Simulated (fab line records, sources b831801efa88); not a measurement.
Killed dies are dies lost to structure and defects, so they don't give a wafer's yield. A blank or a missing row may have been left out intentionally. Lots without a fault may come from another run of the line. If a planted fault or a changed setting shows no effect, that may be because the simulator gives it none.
Which tool is to blame? || flow sky130 || Sampling: 12 lots, 36 wafers, 5 of 708 route steps

WHAT THE GAUGES READ, wafer by wafer
SKY_LDD_P_OVL_MEAS_08. Usual: LDD_P_OVL typically reads 0.3 nm, with standard deviation 1.3.
{"lot": "L502", "measured": "day 18 23:20", "on": "overlay-02", "LDD_P_OVL (nm)": "2.2 -1.0 0.9", "flag": ""}
{"lot": "L503", "measured": "day 19 20:22", "on": "overlay-01", "LDD_P_OVL (nm)": "-0.5 -0.6 0.4", "flag": ""}
{"lot": "L504", "measured": "day 20 01:25", "on": "overlay-01", "LDD_P_OVL (nm)": "0.7 1.7 1.3", "flag": ""}
{"lot": "L506", "measured": "day 22 00:44", "on": "overlay-01", "LDD_P_OVL (nm)": "1.2 -0.3 -1.9", "flag": ""}
{"lot": "L508", "measured": "day 22 02:49", "on": "overlay-02", "LDD_P_OVL (nm)": "-0.2 0.0 0.5", "flag": ""}
{"lot": "L510", "measured": "day 22 12:19", "on": "overlay-01", "LDD_P_OVL (nm)": "-0.7 0.0 0.5", "flag": ""}
{"lot": "L511", "measured": "day 22 20:52", "on": "overlay-01", "LDD_P_OVL (nm)": "-0.8 -0.6 -1.4", "flag": ""}
{"lot": "L519", "measured": "day 25 15:26", "on": "overlay-01", "LDD_P_OVL (nm)": "-2.9 -1.9 -2.7", "flag": ""}
{"lot": "L520", "measured": "day 26 04:52", "on": "overlay-01", "LDD_P_OVL (nm)": "0.9 0.6 1.0", "flag": ""}
{"lot": "L521", "measured": "day 26 13:43", "on": "overlay-02", "LDD_P_OVL (nm)": "2.2 0.9 2.4", "flag": ""}
{"lot": "L522", "measured": "day 26 14:46", "on": "overlay-01", "LDD_P_OVL (nm)": "3.1 3.1 2.8", "flag": ""}
{"lot": "L524", "measured": "day 27 12:16", "on": "overlay-01", "LDD_P_OVL (nm)": "-0.1 -0.1 0.7", "flag": ""}

SKY_SD_N_CD_MEAS_07: the cd target is 380 nm. Usual: 379.6 nm for cdNm, sd 2.4.
{"lot": "L502", "measured": "day 27 20:05", "on": "cdSem-02", "cdNm (nm)": "380.6 381.3 381.5", "flag": ""}
{"lot": "L503", "measured": "day 28 15:38", "on": "cdSem-01", "cdNm (nm)": "375.1 374.6 373.7", "flag": ""}
{"lot": "L504", "measured": "day 28 18:40", "on": "cdSem-01", "cdNm (nm)": "378.8 380.0 378.6", "flag": ""}
{"lot": "L506", "measured": "day 30 11:18", "on": "cdSem-02", "cdNm (nm)": "383.2 381.5 383.3", "flag": ""}
{"lot": "L508", "measured": "day 30 15:16", "on": "cdSem-01", "cdNm (nm)": "376.7 378.7 376.1", "flag": ""}
{"lot": "L510", "measured": "day 30 22:41", "on": "cdSem-01", "cdNm (nm)": "376.6 379.1 378.2", "flag": ""}
{"lot": "L511", "measured": "day 31 03:02", "on": "cdSem-02", "cdNm (nm)": "385.9 388.2 388.5", "flag": "OFF"}
{"lot": "L519", "measured": "day 33 14:15", "on": "cdSem-01", "cdNm (nm)": "383.3 382.0 384.7", "flag": ""}
{"lot": "L520", "measured": "day 34 03:47", "on": "cdSem-01", "cdNm (nm)": "379.7 378.7 380.9", "flag": ""}
{"lot": "L521", "measured": "day 34 12:10", "on": "cdSem-02", "cdNm (nm)": "379.3 377.4 377.0", "flag": ""}
{"lot": "L522", "measured": "day 34 13:01", "on": "cdSem-02", "cdNm (nm)": "380.9 383.0 379.6", "flag": ""}
{"lot": "L524", "measured": "day 35 06:32", "on": "cdSem-01", "cdNm (nm)": "379.3 379.5 379.9", "flag": ""}

SKY_LI_CONTACT_THK_MEAS_01. Usual: LI_CONTACT_HDPCVD_THK typically reads 931 nm, with standard deviation 9.1.
{"lot": "L502", "measured": "day 27 21:23", "on": "filmMetro-01", "LI_CONTACT_HDPCVD_THK (nm)": "922 944 936", "flag": ""}
{"lot": "L503", "measured": "day 28 16:58", "on": "filmMetro-04", "LI_CONTACT_HDPCVD_THK (nm)": "931 937 932", "flag": ""}
{"lot": "L504", "measured": "day 28 19:58", "on": "filmMetro-02", "LI_CONTACT_HDPCVD_THK (nm)": "930 914 945", "flag": ""}
{"lot": "L506", "measured": "day 30 12:35", "on": "filmMetro-02", "LI_CONTACT_HDPCVD_THK (nm)": "932 929 927", "flag": ""}
{"lot": "L508", "measured": "day 30 16:34", "on": "filmMetro-01", "LI_CONTACT_HDPCVD_THK (nm)": "925 929 920", "flag": ""}
{"lot": "L510", "measured": "day 31 00:01", "on": "filmMetro-02", "LI_CONTACT_HDPCVD_THK (nm)": "941 923 942", "flag": ""}
{"lot": "L511", "measured": "day 31 04:20", "on": "filmMetro-02", "LI_CONTACT_HDPCVD_THK (nm)": "915 934 927", "flag": ""}
{"lot": "L519", "measured": "day 33 15:33", "on": "filmMetro-01", "LI_CONTACT_HDPCVD_THK (nm)": "944 936 938", "flag": ""}
{"lot": "L520", "measured": "day 34 05:05", "on": "filmMetro-01", "LI_CONTACT_HDPCVD_THK (nm)": "943 949 954", "flag": ""}
{"lot": "L521", "measured": "day 34 13:28", "on": "filmMetro-04", "LI_CONTACT_HDPCVD_THK (nm)": "935 937 936", "flag": ""}
{"lot": "L522", "measured": "day 34 14:20", "on": "filmMetro-01", "LI_CONTACT_HDPCVD_THK (nm)": "930 939 940", "flag": ""}
{"lot": "L524", "measured": "day 35 07:50", "on": "filmMetro-02", "LI_CONTACT_HDPCVD_THK (nm)": "934 921 932", "flag": ""}

EACH LOT AND THE TOOL THAT RAN IT (in order: tool; ch and the chambers of the sampled wafers; start)
{"lot": "L502", "SKY_SD_N_COAT_02": "lithoTrack-01 ch 0, day 27 05:59", "SKY_SD_N_STRIP_11": "plasmaAsher-03 ch 0,1, day 27 20:32"}
{"lot": "L503", "SKY_SD_N_COAT_02": "lithoTrack-01 ch 0, day 28 01:47", "SKY_SD_N_STRIP_11": "plasmaAsher-01 ch 0,1, day 28 16:06"}
{"lot": "L504", "SKY_SD_N_COAT_02": "lithoTrack-02 ch 0, day 28 05:19", "SKY_SD_N_STRIP_11": "plasmaAsher-01 ch 0,1, day 28 19:06"}
{"lot": "L506", "SKY_SD_N_COAT_02": "lithoTrack-01 ch 0, day 29 22:40", "SKY_SD_N_STRIP_11": "plasmaAsher-01 ch 0,1, day 30 11:44"}
{"lot": "L508", "SKY_SD_N_COAT_02": "lithoTrack-02 ch 0, day 30 02:31", "SKY_SD_N_STRIP_11": "plasmaAsher-01 ch 0, day 30 15:42"}
{"lot": "L510", "SKY_SD_N_COAT_02": "lithoTrack-02 ch 0, day 30 09:44", "SKY_SD_N_STRIP_11": "plasmaAsher-02 ch 0,1, day 30 23:09"}
{"lot": "L511", "SKY_SD_N_COAT_02": "lithoTrack-02 ch 0, day 30 15:07", "SKY_SD_N_STRIP_11": "plasmaAsher-02 ch 0,1, day 31 03:28"}
{"lot": "L519", "SKY_SD_N_COAT_02": "lithoTrack-01 ch 0, day 33 02:43", "SKY_SD_N_STRIP_11": "plasmaAsher-01 ch 0,1, day 33 14:41"}
{"lot": "L520", "SKY_SD_N_COAT_02": "lithoTrack-03 ch 0, day 33 13:55", "SKY_SD_N_STRIP_11": "plasmaAsher-03 ch 0,1, day 34 04:14"}
{"lot": "L521", "SKY_SD_N_COAT_02": "lithoTrack-01 ch 0, day 33 22:22", "SKY_SD_N_STRIP_11": "plasmaAsher-03 ch 0,1, day 34 12:36"}
{"lot": "L522", "SKY_SD_N_COAT_02": "lithoTrack-02 ch 0, day 33 23:50", "SKY_SD_N_STRIP_11": "plasmaAsher-03 ch 0,1, day 34 13:28"}
{"lot": "L524", "SKY_SD_N_COAT_02": "lithoTrack-01 ch 0, day 34 16:38", "SKY_SD_N_STRIP_11": "plasmaAsher-03 ch 0,1, day 35 06:59"}
- SKY_SD_N_COAT_02: resist thk 1140 nm.
- SKY_SD_N_STRIP_11: strips in O2/N2.

WHAT THE TOOLS THEMSELVES READ (means of the sampled wafers that have a number; where no wafer has one, the mark that the record gives instead)
SKY_SD_N_STRIP_11. Usual: drypumpMotorCurrentA 5.8 A, standard deviation 0.58; oesProductAu 0.527 a.u., standard deviation 0.0043; stripTimeToEndpointS 22.54 s, standard deviation 0.047.
{"lot": "L502", "tool": "plasmaAsher-03", "drypumpMotorCurrentA (A)": 5.7, "oesProductAu (a.u.)": 0.527, "stripTimeToEndpointS (s)": 22.53, "flag": ""}
{"lot": "L503", "tool": "plasmaAsher-01", "drypumpMotorCurrentA (A)": 5.9, "oesProductAu (a.u.)": 0.529, "stripTimeToEndpointS (s)": 22.57, "flag": ""}
{"lot": "L504", "tool": "plasmaAsher-01", "drypumpMotorCurrentA (A)": 5.9, "oesProductAu (a.u.)": 0.527, "stripTimeToEndpointS (s)": 22.53, "flag": ""}
{"lot": "L506", "tool": "plasmaAsher-01", "drypumpMotorCurrentA (A)": 5.9, "oesProductAu (a.u.)": 0.527, "stripTimeToEndpointS (s)": 22.57, "flag": ""}
{"lot": "L508", "tool": "plasmaAsher-01", "drypumpMotorCurrentA (A)": 5.6, "oesProductAu (a.u.)": 0.528, "stripTimeToEndpointS (s)": 22.54, "flag": ""}
{"lot": "L510", "tool": "plasmaAsher-02", "drypumpMotorCurrentA (A)": 6.2, "oesProductAu (a.u.)": 0.531, "stripTimeToEndpointS (s)": 22.52, "flag": ""}
{"lot": "L511", "tool": "plasmaAsher-02", "drypumpMotorCurrentA (A)": 5.7, "oesProductAu (a.u.)": 0.517, "stripTimeToEndpointS (s)": 21.74, "flag": "OFF"}
{"lot": "L519", "tool": "plasmaAsher-01", "drypumpMotorCurrentA (A)": 6.1, "oesProductAu (a.u.)": 0.527, "stripTimeToEndpointS (s)": 22.49, "flag": ""}
{"lot": "L520", "tool": "plasmaAsher-03", "drypumpMotorCurrentA (A)": 5.3, "oesProductAu (a.u.)": 0.530, "stripTimeToEndpointS (s)": 22.55, "flag": ""}
{"lot": "L521", "tool": "plasmaAsher-03", "drypumpMotorCurrentA (A)": 5.3, "oesProductAu (a.u.)": 0.525, "stripTimeToEndpointS (s)": 22.53, "flag": ""}
{"lot": "L522", "tool": "plasmaAsher-03", "drypumpMotorCurrentA (A)": 5.7, "oesProductAu (a.u.)": 0.527, "stripTimeToEndpointS (s)": 22.52, "flag": ""}
{"lot": "L524", "tool": "plasmaAsher-03", "drypumpMotorCurrentA (A)": 5.7, "oesProductAu (a.u.)": 0.527, "stripTimeToEndpointS (s)": 22.59, "flag": ""}

THE ANSWER, worked out from the rows above alone
Rule: a lot counts as off when the mean over its wafers that have a number is more than 3 standard deviations away from the usual mean. Also off: a lot with no number at a reading for which 4 or more lots have one. The other lots that the step has rows for count as sound. The gauges are gone through in route order, then the tools' own readings, and for those a lot's mean is taken as printed above. At the first step where some lot is off, the reading lying furthest off is the one used; lots without a number count as furthest.
Off: L511 (SKY_SD_N_CD_MEAS_07, cdNm).
A tool fits if, at a process step before that reading, it ran every lot that is off, and no sound lot after the first of them. The gauges at SKY_SD_N_CD_MEAS_07 aren't tried: what is off there is off at SKY_SD_N_STRIP_11 too, on other tools, and a gauge's error can't cause that. Not one of the candidates tried fits.

WHAT THE SIMULATOR HAD INSERTED
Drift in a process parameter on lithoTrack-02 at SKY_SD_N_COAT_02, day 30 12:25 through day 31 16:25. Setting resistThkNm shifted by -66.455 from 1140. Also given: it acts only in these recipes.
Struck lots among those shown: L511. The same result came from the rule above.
